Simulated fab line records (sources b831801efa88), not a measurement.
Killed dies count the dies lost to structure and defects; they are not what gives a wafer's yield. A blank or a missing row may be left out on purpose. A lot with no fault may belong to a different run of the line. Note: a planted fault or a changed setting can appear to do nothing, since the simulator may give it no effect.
Which of the tools did it? -- flow gf180mcu -- 6 lots with 17 wafers sampled at 3 steps, on a route of 602 steps

== WHAT EACH GAUGE READ, for each wafer ==
GF_V3_THK_MEAS_03.
lot,measured,on,V3_CVD_02_THK (nm)
L768,day 22 10:50,film_metro-02,836 861 839
L770,day 23 08:38,film_metro-04,845 838 859
L772,day 23 17:49,film_metro-02,853 864 874
L774,day 24 12:38,film_metro-04,826 830 854
L778,day 25 16:22,film_metro-04,845 839 844
L782,day 26 23:52,film_metro-01,965 973

== TOOL THAT RAN EACH LOT (tool first, then ch and the chambers of the sampled wafers, then the start) ==
lot,GF_V2_SPUTTER_22,GF_V3_CVD_02
L768,"pvd_sputter-02, day 21 08:40","pecvd-02 ch 0,1, day 22 10:46"
L770,"pvd_sputter-02, day 22 07:47","pecvd-01 ch 0,1, day 23 08:33"
L772,"pvd_sputter-01, day 22 17:37","pecvd-02 ch 0,2, day 23 17:44"
L774,"pvd_sputter-02, day 23 12:29","pecvd-04 ch 1,2, day 24 12:34"
L778,"pvd_sputter-02, day 24 16:43","pecvd-02 ch 1,2, day 25 16:18"
L782,"pvd_sputter-01, day 26 01:25","pecvd-02 ch 0,1, day 26 23:48"
- GF_V2_SPUTTER_22: material TiN, target thk 10 nm, time 40 s.
- GF_V3_CVD_02: deposits SiO2 from TEOS, target thk 850 nm, time 94.851 s.

== THE ANSWER, worked out from the rows above alone ==
Rule: the usual values come from the lots themselves. Put in order of their means at a reading, lots are off if they are a third of the lots or fewer, leave a main group of 4 or more, and stand apart from it by a gap of 3 or more times the standard deviation of the main group's means; of several such gaps the widest counts. A main group is skipped when, at the precision printed for the reading in the tables above, its means are all equal. A lot without any number at a reading at which 4 lots or more have one is off too. Where the step has rows for the other lots, those lots are counted as sound.
Off: at GF_V3_THK_MEAS_03 (V3_CVD_02_THK), L782. Mean 847 nm and standard deviation 9 in the main group.
If a tool, at a process step before that reading, ran all the lots that are off and no sound lot after the first of them, it fits. Gauges at GF_V3_THK_MEAS_03: tried the same way as those tools. Can't be told from this: 3 tools fit, pvd_sputter-01 at GF_V2_SPUTTER_22, pecvd-02 at GF_V3_CVD_02, film_metro-01 at GF_V3_THK_MEAS_03.

== WHAT THE SIMULATOR HAD PUT IN ==
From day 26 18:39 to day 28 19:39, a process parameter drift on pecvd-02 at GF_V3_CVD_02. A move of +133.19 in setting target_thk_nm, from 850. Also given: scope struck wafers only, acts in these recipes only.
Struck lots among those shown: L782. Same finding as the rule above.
